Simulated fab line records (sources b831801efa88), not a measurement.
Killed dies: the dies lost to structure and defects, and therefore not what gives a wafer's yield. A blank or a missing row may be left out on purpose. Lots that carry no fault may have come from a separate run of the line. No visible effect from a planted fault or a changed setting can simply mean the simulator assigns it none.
Comparing a struck lot with a sound one :: flow sky130 :: 14 steps out of a route of 708
Sound: the wafers L422.2, L422.5, L422.6. Wafers L438.1, L438.3, L438.4 were the ones struck. At the end, the cause is stated.
Order at every step that has rows: each side's tool, ch and its chambers, its first start. Under that, the readings that differ: sound wafers :: struck wafers :: difference of the means :: sigmas: that difference in standard deviations of wafers without a fault.
alike: same words and numbers on both sides, and readings whose means sit less than 2 such deviations apart. not compared: any withheld reading, any reading some wafer has no value for, any bound like >300 that may hide the same value, and any number with overlapping values for which the record gives no deviation.
A row with sigmas, a row that says differs or no value, or rows on one side alone: a step with any of these is where the two part. Non-overlapping numbers with no deviation appear without sigmas and do not part them. A reading missing from all wafers of one side parts the sides only when that side holds two or more wafers.

first, 2 steps without rows for these wafers: SKY_PWDE_PEB_05; SKY_PWDE_DEVELOP_06 (develop time 60 s).
SKY_PWDE_OVL_MEAS_07:
  sound: overlay-02 at day 4 19:02; struck: overlay-01 at day 8 14:08
  alike: PWDE_OVL
following that, these wafers have no rows for 1 step: SKY_PWDE_IMPLANT_08.
SKY_PWDE_STRIP_09: strips in O2/N2.
  sound on plasmaAsher-02 ch 0,1, day 4 19:13; struck on plasmaAsher-02 ch 0,1, day 8 14:19
  alike: drypumpMotorCurrentA, oesProductAu, stripTimeToEndpointS
  not compared: rfHoursCounterH
SKY_PWDE_TW_MEAS_10:
  sound: filmMetro-04 at day 4 19:20; struck: filmMetro-02 at day 8 14:25
reading: PWDE_TW
sound: 369 371 371
struck: 378 379 380
difference: +9
sigmas: +2
then, 6 steps without rows for these wafers: SKY_NWELL_DEHYDRATE_03 (time 60 s); SKY_NWELL_HMDS_04 (prime time 60 s); SKY_NWELL_COAT_05 (resist thk 3000 nm); SKY_NWELL_SOFTBAKE_06; SKY_NWELL_EXPOSE_07 (exposes mask NWM, target cd 840 nm); SKY_NWELL_PEB_08.
SKY_NWELL_DEVELOP_09: develop time 60 s.
  sound on lithoTrack-01 ch 0, day 5 12:00; struck on lithoTrack-01, day 9 12:00
  no value came back on the struck wafers for chillPlateTempC (C), developTimeS (s); on the sound wafers chillPlateTempC (C) reads 23.11 23.08 22.96
SKY_NWELL_OVL_MEAS_10:
  sound: overlay-01 at day 5 13:02; struck: overlay-02 at day 9 20:38
reading: NWELL_00_OVL (nm)
sound: 1.0 1.6 2.1
struck: - - -
difference: no value on the struck wafers
sigmas: 

## WHERE THEY PART
Earliest at SKY_PWDE_TW_MEAS_10; latest, in this record, at SKY_NWELL_OVL_MEAS_10.

WHY: what had been put in by the simulator
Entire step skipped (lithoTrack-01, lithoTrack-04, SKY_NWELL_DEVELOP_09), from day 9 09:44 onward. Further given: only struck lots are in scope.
